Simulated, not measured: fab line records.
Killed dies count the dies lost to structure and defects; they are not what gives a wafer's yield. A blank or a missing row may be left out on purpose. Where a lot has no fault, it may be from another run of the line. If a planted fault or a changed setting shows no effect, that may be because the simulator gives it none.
Matching of chambers -- flow sky130 -- rieSi-01 running SKY_POLY_GATE_ETCH_17: 4 sister chambers
The step etches poly-Si in HBr/Cl2, stops on SiO2, target depth 180 nm, time 70.5 s. 14 wafers are shown with their chamber, then 7 later ones without.

== WAFERS WITH THEIR CHAMBER ==
wafer,chamber,drypumpMotorCurrentA (A),oesProductAu (a.u.),throttleValvePct (%)
L539.2,2,6.7,0.985,33.683
L539.4,1,5.9,0.975,33.685
L539.5,3,6.1,0.996,33.669
L540.1,3,6.1,0.993,33.685
L540.2,1,5.9,0.984,33.690
L540.6,0,5.5,0.983,33.699
L544.1,3,6.1,1.003,33.704
L544.3,1,5.9,0.987,33.673
L544.5,3,6.1,0.995,33.696
L545.1,0,5.5,0.982,33.684
L545.4,3,6.1,0.989,33.684
L545.6,0,5.6,0.992,33.694
L548.2,2,6.7,0.983,33.699
L548.4,1,5.9,0.998,33.674

SIGNATURES (averages over the wafers above)
reading,chamber 0,chamber 1,chamber 2,chamber 3,scatter within a chamber
drypumpMotorCurrentA,5.533,5.900,6.700,6.100,0.0258
oesProductAu,0.98567,0.98600,0.98400,0.99520,0.00661
throttleValvePct,33.69233,33.68050,33.69100,33.68760,0.0108
Rule: distance of a wafer from a chamber = root of the sum over the readings of ((wafer's reading minus chamber's mean) / reading's scatter) squared. The wafer belongs to the nearest chamber; if the next one is less than 2 further off, it can't be placed. How the scatter is found: for the shown wafers, subtract from each reading the mean of its chamber, square and add these, divide the total by (wafers less chambers), then take the root.

== WAFERS WITH NO CHAMBER GIVEN ==
wafer,drypumpMotorCurrentA (A),oesProductAu (a.u.),throttleValvePct (%)
L548.6,6.7,0.988,33.668
L551.1,5.5,0.985,33.704
L551.4,6.1,0.993,33.692
L551.6,5.5,0.985,33.662
L557.4,6.1,0.989,33.692
L557.5,6.1,0.985,33.686
L557.6,6.7,0.976,33.669

== EACH ONE'S CHAMBER ==
wafer,from the rows above,in truth
L548.6,2,2
L551.1,0,0
L551.4,3,3
L551.6,0,0
L557.4,3,3
L557.5,3,3
L557.6,2,2
Correct placement for 7 of the 7. From these rows, 0 cannot be placed. Number placed wrongly: 0.
